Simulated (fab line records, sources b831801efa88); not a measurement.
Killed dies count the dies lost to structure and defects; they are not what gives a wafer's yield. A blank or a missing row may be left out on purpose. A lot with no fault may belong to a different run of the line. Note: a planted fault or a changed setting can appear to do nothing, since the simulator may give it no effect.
A struck lot beside a sound one :: flow sky130 :: 44 out of 708 route steps
Sound: wafers L517.4, L517.5, L517.6. Struck: wafer L529.6 (left out: L529.1, L529.4 of the same lot, which were not struck); the cause appears at the end.
Order at every step that has rows: each side's tool, ch and its chambers, its first start. Under that, the readings that differ: sound wafers :: struck wafers :: difference of the means :: sigmas: that difference in standard deviations of wafers without a fault.
alike: same words and numbers on both sides, and readings whose means sit less than 2 such deviations apart. not compared: any withheld reading, any reading some wafer has no value for, any bound like >300 that may hide the same value, and any number with overlapping values for which the record gives no deviation.
Wherever a step has rows on one side only, a row that says differs or no value, or a row with sigmas, the two part there. Numbers that don't overlap but have no deviation are shown without sigmas and don't part them. Lack of a reading on every wafer of one side parts them only where that side has two or more wafers.

first, 4 steps without rows for these wafers: SKY_VIA2_CLEAN_18 (cleans in IPA, time 180 s); SKY_VIA2_CLEAN_19 (cleans in O3/DIW); SKY_VIA2_SPUTTER_20 (material TiN, target thk 20 nm, time 80 s); SKY_VIA2_CVD_21 (deposits W, target thk 420 nm, time 126.4 s).
SKY_VIA2_RS_MEAS_22: uses a four-point probe to measure.
  sound on film_metro-04 at day 39 06:23; struck on film_metro-02 at day 42 16:37
reading: VIA2_W_RS (ohm/sq)
sound: 0.2760 0.2783 0.2764
struck: 0.2712
difference: -0.0057
sigmas: -2
SKY_VIA2_THK_MEAS_23: measures by xrf.
  sound on film_metro-04 at day 39 06:29; struck on film_metro-02 at day 42 16:44
  alike: VIA2_W_THK
SKY_VIA2_CMP_24: polishes, stops on SiO2, t overpolish 20 s, target thk 0 nm.
  sound on cmp-02 ch 0,2,3, day 39 06:40; struck on cmp-02 ch 2, day 42 16:51
reading: time_to_endpoint_s (s)
sound: 101.4 98.8 104.5
struck: 94.0
difference: -7.6
sigmas: -3
  alike: motor_current_A, overpolish_run_s
SKY_METAL3_SPUTTER_00: material Ti, target thk 15 nm, time 10 s.
  sound on pvd_sputter-02 at day 39 06:49; struck on pvd_sputter-03 at day 42 17:06
  alike: throttle_valve_pct
then, 4 steps without rows for these wafers: SKY_METAL3_SPUTTER_01 (material TiN, target thk 20 nm, time 16.7 s); SKY_METAL3_SPUTTER_02 (material AlCu, target thk 735 nm, time 39.1 s); SKY_METAL3_SPUTTER_03 (material Ti, target thk 5 nm, time 3.3 s); SKY_METAL3_SPUTTER_04 (material TiN, target thk 70 nm, time 58.3 s).
SKY_CAPM_CVD_00: deposits SiO2, target thk 15.5 nm.
  sound on pecvd-03 ch 0,1,2, day 39 06:59; struck on pecvd-01 ch 2, day 42 17:15
reading: model.SiO2_of_CAPM_CVD_00.thk_nm (nm)
sound: 15.37 15.38 15.39
struck: 28.37
difference: +12.99
sigmas: 
  alike: heater_power_w
SKY_CAPM_THK_MEAS_01:
  sound on film_metro-01 at day 39 07:01; struck on film_metro-01 at day 42 17:17
reading: CAPM_CVD_00_THK (nm)
sound: 15.42 15.38 15.42
struck: 28.39
difference: +12.98
sigmas: +62
SKY_CAPM_SPUTTER_02: material TiN, target thk 200 nm, time 166.7 s.
  sound on pvd_sputter-04 at day 39 07:03; struck on pvd_sputter-04 at day 42 17:20
  alike: throttle_valve_pct
SKY_CAPM_RS_MEAS_03: uses a four-point probe to measure.
  sound on film_metro-02 at day 39 07:13; struck on film_metro-04 at day 42 17:27
  alike: CAPM_TIN_RS
SKY_CAPM_THK_MEAS_04: measures by xrf.
  sound on film_metro-02 at day 39 07:19; struck on film_metro-04 at day 42 17:34
  alike: CAPM_TIN_THK
then, 7 steps without rows for these wafers: SKY_CAPM_DEHYDRATE_05 (time 60 s); SKY_CAPM_HMDS_06 (prime time 60 s); SKY_CAPM_COAT_07 (resist thk 1140 nm); SKY_CAPM_SOFTBAKE_08 (time 60 s); SKY_CAPM_EXPOSE_09 (exposes mask CAPM, target cd 1000 nm); SKY_CAPM_PEB_10; SKY_CAPM_DEVELOP_11 (develop time 60 s).
SKY_CAPM_OVL_MEAS_12:
  sound on overlay-01 at day 40 07:19; struck on overlay-01 at day 43 16:19
  alike: CAPM_OVL
then, 1 step without rows for these wafers: SKY_CAPM_METAL_ETCH_13 (etches TiN in Cl2/BCl3, stops on SiO2, target depth 220 nm, time 62.9 s).
SKY_CAPM_STRIP_14: strips in O2/N2.
  sound on plasma_asher-01 ch 0,1, day 40 07:27; struck on plasma_asher-02 ch 0, day 43 16:26
  alike: drypump_motor_current_A, oes_product_au, strip_time_to_endpoint_s
  not compared: rf_hours_counter_h
then, 11 steps without rows for these wafers: SKY_CAPM_STRIP_15 (strips in post etch residue remover, time 1200 s); SKY_CAPM_CLEAN_16 (cleans in IPA, time 180 s); SKY_CAPM_CLEAN_17 (cleans in O3/DIW); SKY_METAL3_DEHYDRATE_05 (time 60 s); SKY_METAL3_HMDS_06 (prime time 60 s); SKY_METAL3_COAT_07 (resist thk 60 nm); SKY_METAL3_COAT_08 (resist thk 1140 nm); SKY_METAL3_SOFTBAKE_09 (time 90 s); SKY_METAL3_EXPOSE_10 (exposes mask MM3, target cd 300 nm); SKY_METAL3_PEB_11; SKY_METAL3_DEVELOP_12 (develop time 60 s).
SKY_METAL3_CD_MEAS_13: the cd target is 300 nm.
  sound on cd_sem-02 at day 41 08:25; struck on cd_sem-01 at day 44 14:49
  alike: cd_nm
SKY_METAL3_OVL_MEAS_14:
  sound on overlay-02 at day 41 08:30; struck on overlay-02 at day 44 14:56
  alike: METAL3_OVL
then, 1 step without rows for these wafers: SKY_METAL3_DESCUM_15 (chemistry O2, time 8 s).
SKY_METAL3_ETCH_16: etches BARC in N2/H2, stops on SiO2, time 88.2 s, target depth 60 nm.
  sound on rie_metal-04 ch 0,1, day 41 08:35; struck on rie_metal-04 ch 1, day 44 15:01
  alike: drypump_motor_current_A, he_backside_leak_sccm, oes_product_au, throttle_valve_pct
  not compared: rf_hours_counter_h
SKY_METAL3_ETCH_17: etches SiO2 in C4F8/O2/Ar, stops on TiN, time 3.9 s, target depth 15 nm.
  sound on rie_diel-04 ch 0,3, day 41 08:39; struck on rie_diel-04 ch 0, day 44 15:07
reading: oes_product_au (a.u.)
sound: 0.759 0.755 0.752
struck: 0.996
difference: +0.241
sigmas: +38
-- the record jumps here: 6 days lie between the struck wafers' starts before and after (it left off in module METAL3 and takes up again in module PAD_OPEN, whose first step shown is number 708 of the route) --
SKY_PAD_OPEN_PROBE_99:
  sound on prober-01 at day 48 01:50; struck on prober-01 at day 50 15:29
reading: model.etest.tester.sort_n_pass
sound: 417 411 395
struck: 0
difference: -408
sigmas: 

reading: model.etest.tester.sort_yield_pct (%)
sound: 84.76 83.54 80.28
struck: 0
difference: -83
sigmas: 

reading: model.etest.tester.sort_bin_3_pct (%)
sound: 2.033 0.813 1.016
struck: 83.33
difference: +82.04
sigmas: 

reading: model.etest.nfet_01v8_turned.over_limit
sound: 0 0 0
struck: 1
difference: +1
sigmas: 

reading: model.etest.pfet_01v8_lvt.over_limit
sound: 0 0 0
struck: 1
difference: +1
sigmas: 

reading: model.etest.diode_pdiff_nwell_hv.over_limit
sound: 0 0 0
struck: 1
difference: +1
sigmas: 

reading: model.etest.via3_chain.short
sound: 0 0 0
struck: 1
difference: +1
sigmas: 

reading: model.etest.met5.short
sound: 0 0 0
struck: 1
difference: +1
sigmas: 
  alike: defect_limited_yield, killed_at_M0_to_M3, killed_at_M4_up, killed_at_contacts, killed_at_front_end, killed_at_other, killed_dies, killed_open, killed_short

WHERE THEY PART
At SKY_VIA2_RS_MEAS_22 first; at SKY_METAL3_ETCH_17 last (within this record only). Later steps at which nothing parts them and some readings are alike: SKY_PAD_OPEN_PROBE_99.

WHY: the cause the simulator had injected
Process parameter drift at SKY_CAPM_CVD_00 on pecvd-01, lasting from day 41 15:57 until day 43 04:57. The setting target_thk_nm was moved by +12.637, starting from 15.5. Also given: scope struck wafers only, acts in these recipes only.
